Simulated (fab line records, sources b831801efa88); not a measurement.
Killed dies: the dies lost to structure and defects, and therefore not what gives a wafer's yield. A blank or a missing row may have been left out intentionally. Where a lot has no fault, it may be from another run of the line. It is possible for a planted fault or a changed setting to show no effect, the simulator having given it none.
Chamber matching || flow sfq-line || 4 sister chambers for SFQ_TRILAYER_I6_CMP_CMP_166 on cmp-01
The step polishes SiO2. 16 wafers are shown with their chamber, then 7 later ones without.

## WAFERS WITH THEIR CHAMBER
{"wafer": "L972.1", "chamber": 3, "motor-current-A (A)": 11.5, "time-to-endpoint-s (s)": 210, "slurry-filter-dp-kPa (kPa)": 13.47}
{"wafer": "L972.4", "chamber": 2, "motor-current-A (A)": 10.0, "time-to-endpoint-s (s)": 214, "slurry-filter-dp-kPa (kPa)": 13.30}
{"wafer": "L972.5", "chamber": 0, "motor-current-A (A)": 8.5, "time-to-endpoint-s (s)": 218, "slurry-filter-dp-kPa (kPa)": 13.45}
{"wafer": "L974.1", "chamber": 0, "motor-current-A (A)": 8.9, "time-to-endpoint-s (s)": 219, "slurry-filter-dp-kPa (kPa)": 13.43}
{"wafer": "L974.2", "chamber": 3, "motor-current-A (A)": 11.7, "time-to-endpoint-s (s)": 212, "slurry-filter-dp-kPa (kPa)": 13.35}
{"wafer": "L974.4", "chamber": 2, "motor-current-A (A)": 10.0, "time-to-endpoint-s (s)": 216, "slurry-filter-dp-kPa (kPa)": 13.61}
{"wafer": "L979.3", "chamber": 1, "motor-current-A (A)": 10.4, "time-to-endpoint-s (s)": 211, "slurry-filter-dp-kPa (kPa)": 13.67}
{"wafer": "L979.4", "chamber": 0, "motor-current-A (A)": 8.5, "time-to-endpoint-s (s)": 217, "slurry-filter-dp-kPa (kPa)": 13.18}
{"wafer": "L983.2", "chamber": 0, "motor-current-A (A)": 8.6, "time-to-endpoint-s (s)": 215, "slurry-filter-dp-kPa (kPa)": 13.54}
{"wafer": "L983.5", "chamber": 2, "motor-current-A (A)": 10.0, "time-to-endpoint-s (s)": 205, "slurry-filter-dp-kPa (kPa)": 13.61}
{"wafer": "L983.6", "chamber": 3, "motor-current-A (A)": 10.3, "time-to-endpoint-s (s)": 211, "slurry-filter-dp-kPa (kPa)": 13.61}
{"wafer": "L988.1", "chamber": 1, "motor-current-A (A)": 10.2, "time-to-endpoint-s (s)": 216, "slurry-filter-dp-kPa (kPa)": 13.32}
{"wafer": "L988.2", "chamber": 0, "motor-current-A (A)": 8.8, "time-to-endpoint-s (s)": 218, "slurry-filter-dp-kPa (kPa)": 13.34}
{"wafer": "L988.6", "chamber": 0, "motor-current-A (A)": 8.5, "time-to-endpoint-s (s)": 222, "slurry-filter-dp-kPa (kPa)": 13.62}
{"wafer": "L989.1", "chamber": 2, "motor-current-A (A)": 10.1, "time-to-endpoint-s (s)": 205, "slurry-filter-dp-kPa (kPa)": 13.35}
{"wafer": "L989.2", "chamber": 0, "motor-current-A (A)": 8.1, "time-to-endpoint-s (s)": 220, "slurry-filter-dp-kPa (kPa)": 13.46}

SIGNATURES, as means of the wafers listed above
{"reading": "motor-current-A", "chamber 0": 8.557, "chamber 1": 10.300, "chamber 2": 10.025, "chamber 3": 11.167, "scatter within a chamber": 0.362}
{"reading": "time-to-endpoint-s", "chamber 0": 218.43, "chamber 1": 213.50, "chamber 2": 210.00, "chamber 3": 211.00, "scatter within a chamber": 3.49}
{"reading": "slurry-filter-dp-kPa", "chamber 0": 13.4314, "chamber 1": 13.4950, "chamber 2": 13.4675, "chamber 3": 13.4767, "scatter within a chamber": 0.158}
Rule: for each reading, subtract the chamber's mean from the wafer's reading, divide by that reading's scatter and square the result; add these up over the readings and take the root, which gives the wafer's distance from the chamber. If the next closest chamber is less than 2 further off than the closest, the wafer can't be placed; otherwise it belongs to the closest. How the scatter is found: for the shown wafers, subtract from each reading the mean of its chamber, square and add these, divide the total by (wafers less chambers), then take the root.

## WAFERS MISSING THEIR CHAMBER
{"wafer": "L989.5", "motor-current-A (A)": 10.5, "time-to-endpoint-s (s)": 217, "slurry-filter-dp-kPa (kPa)": 13.52}
{"wafer": "L991.4", "motor-current-A (A)": 10.2, "time-to-endpoint-s (s)": 226, "slurry-filter-dp-kPa (kPa)": 13.49}
{"wafer": "L991.1", "motor-current-A (A)": 10.9, "time-to-endpoint-s (s)": 209, "slurry-filter-dp-kPa (kPa)": 13.75}
{"wafer": "L991.5", "motor-current-A (A)": 8.6, "time-to-endpoint-s (s)": 225, "slurry-filter-dp-kPa (kPa)": 13.35}
{"wafer": "L993.1", "motor-current-A (A)": 8.4, "time-to-endpoint-s (s)": 227, "slurry-filter-dp-kPa (kPa)": 13.43}
{"wafer": "L993.5", "motor-current-A (A)": 8.5, "time-to-endpoint-s (s)": 224, "slurry-filter-dp-kPa (kPa)": 13.37}
{"wafer": "L993.6", "motor-current-A (A)": 10.3, "time-to-endpoint-s (s)": 224, "slurry-filter-dp-kPa (kPa)": 13.64}

## CHAMBER TAKEN BY EACH
{"wafer": "L989.5", "from the rows above": "can't be placed: 1 or 2 or 3", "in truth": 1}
{"wafer": "L991.4", "from the rows above": "can't be placed: 1 or 2 or 0 or 3", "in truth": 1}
{"wafer": "L991.1", "from the rows above": "can't be placed: 3 or 1 or 2", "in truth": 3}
{"wafer": "L991.5", "from the rows above": 0, "in truth": 0}
{"wafer": "L993.1", "from the rows above": 0, "in truth": 0}
{"wafer": "L993.5", "from the rows above": 0, "in truth": 0}
{"wafer": "L993.6", "from the rows above": "can't be placed: 1 or 2 or 3", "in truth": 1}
3 of 7 placed correctly. Unplaceable from these rows: 4, with the true chamber sitting among the candidates in 4. Wrongly placed: 0.
